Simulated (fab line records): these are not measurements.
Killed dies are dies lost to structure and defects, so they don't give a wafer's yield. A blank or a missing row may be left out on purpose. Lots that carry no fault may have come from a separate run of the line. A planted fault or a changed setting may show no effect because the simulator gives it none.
Chamber matching | flow gf180mcu | 4 sister chambers for GF_V5_CMP_04 on cmp-01
The step polishes SiO2. 4 wafers are shown with their chamber, then 9 later ones without.

## WAFERS WITH THEIR CHAMBER
wafer  | chamber | motor-current-A (A)
L648.1 | 1       | 11.3
L648.5 | 3       | 13.3
L651.1 | 0       | 13.0
L651.5 | 2       | 10.9

## WAFERS WITHOUT THEIR CHAMBER
wafer  | motor-current-A (A)
L652.4 | 12.7
L652.5 | 11.2
L652.6 | 10.5
L653.1 | 14.1
L653.3 | 10.3
L653.4 | 12.1
L655.3 | 13.4
L655.5 | 13.4
L655.6 | 10.5

## WHICH CHAMBER EACH WENT THROUGH
wafer  | from the rows above               | in truth
L652.4 | can't be placed: 0 or 3           | 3
L652.5 | can't be placed: 1 or 2           | 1
L652.6 | can't be placed: 2 or 1           | 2
L653.1 | can't be placed: 3 or 0           | 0
L653.3 | can't be placed: 2 or 1           | 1
L653.4 | can't be placed: 1 or 0 or 2 or 3 | 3
L655.3 | can't be placed: 3 or 0           | 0
L655.5 | can't be placed: 3 or 0           | 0
L655.6 | can't be placed: 2 or 1           | 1
0 of 9 placed correctly. Unplaceable from these rows: 9, with the true chamber sitting among the candidates in 9. Wrongly placed: 0.
How it was worked out, from the rows above alone: a wafer's distance from a chamber is the root of the sum, over the readings, of the square of ((its reading less the chamber's mean) divided by the reading's scatter). If the next closest chamber is less than 2 further off than the closest, the wafer can't be placed; otherwise it belongs to the closest. The mean given for a chamber averages the wafers shown for that chamber. The scatter: with one shown wafer a chamber, the root of the mean of the squares of how far each hidden wafer lies from its nearest shown one.
